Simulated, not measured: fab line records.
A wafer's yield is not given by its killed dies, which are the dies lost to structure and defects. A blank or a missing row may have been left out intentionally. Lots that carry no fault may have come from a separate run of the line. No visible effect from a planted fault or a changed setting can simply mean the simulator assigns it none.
Problem report, 8D (eight disciplines) form, completed by code / flow gf180mcu / the parts of the form that need people (team, actions taken, sign-off) are left out

== 1. THE PROBLEM ==
Across 2 wafers from 2 lots, MIM_ALCU_RS at GF_MIM_RS_MEAS_10 averages 0.1191 ohm/sq, while fault-free wafers read 0.1602 ohm/sq with a standard deviation of 0.0017. That is -24 standard deviations from the usual mean.
The step: measures by four-point-probe.
Earliest sighting: wafer L449.6 on film-metro-01 at day 30 06:22. At this step, 33 wafers from 11 lots have a number in the record. Rule for "out" (also "out of limits"): further than 4 standard deviations from the usual mean. Any other wafer with a number is counted as sound.

== 2. WHAT IT IS AND WHAT IT IS NOT ==
question=which readings at this step | is=MIM_ALCU_RS | is not=-
question=which lots | is=L449, L451 | is not=L432, L438, L442, L443, L444, L445, L446, L447, L452
question=which wafers of those lots | is=L449.6, L451.2 | is not=L449.3, L449.4, L451.1, L451.5
question=read on which gauges | is=film-metro-01 | is not=film-metro-02, film-metro-04
question=when | is=from day 30 06:22 | is not=up to then (26 sound wafers); but 5 sound wafers of L451, L452 came after

== 3. SUSPECTS, AND WHAT RULES EACH OUT ==
Counting: any tool at a process step up to the reading remains a suspect provided it ran every lot that is out. Sound lots after the first of them don't rule it out here, since some wafers of a struck lot are sound.
- the gauge at GF_MIM_RS_MEAS_10: kept. All the wafers that are out were read on film-metro-01, and no step on other tools shows them out.
- pvd-sputter-04 at GF_MIM_SPUTTER_08 (material AlCu, target thk 200 nm, time 10.6 s): kept. It ran every lot that is out, first L449 (day 30 06:16); its last sound lot up to then is L447 (day 29 16:36).
Remaining after the count are pvd-sputter-04 at GF_MIM_SPUTTER_08 and film-metro-01 at GF_MIM_RS_MEAS_10.

== 4. THE CAUSE (what the simulator had put in) ==
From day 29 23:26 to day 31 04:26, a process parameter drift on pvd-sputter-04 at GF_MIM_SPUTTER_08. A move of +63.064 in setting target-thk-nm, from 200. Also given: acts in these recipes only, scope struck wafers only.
Of the 2 suspects that counting leaves, this tool is one.

== 5. THE CHAIN OF EFFECTS, in route order ==
One row per reading whose mean, taken over the struck wafers that have a number, lies over 3 standard deviations from the usual. Only readings for which the record gives a usual standard deviation are gone through. hours: the time from each lot's start at the first step in this table that gives one to its start at this step, as a median over the lots. sigmas: the change in usual standard deviations.
hours=0; step=GF_MIM_RS_MEAS_10; reading=MIM_ALCU_RS; usual=0.1602 ohm/sq; on struck wafers=0.1191; change=-0.0412; sigmas=-24
hours=0; step=GF_MIM_THK_MEAS_11; reading=MIM_ALCU_THK; usual=197.3 nm; on struck wafers=261.2; change=+63.9; sigmas=+28

== 6. HOW IT WOULD HAVE BEEN CAUGHT EARLIER ==
In this record the first reading out of limits at a measuring or inspecting step was taken at day 30 06:22, 7 hours after the fault began at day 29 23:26.
An alarm limit of 4 standard deviations would not have fired on the tool readings at GF_MIM_SPUTTER_08 for which the record gives a usual standard deviation, since none of them was out on any struck wafer.
L451, from the lots that are out (2), started GF_MIM_SPUTTER_08 on pvd-sputter-04 later than day 30 06:22. Had the tool been put on hold then, it would have been spared.
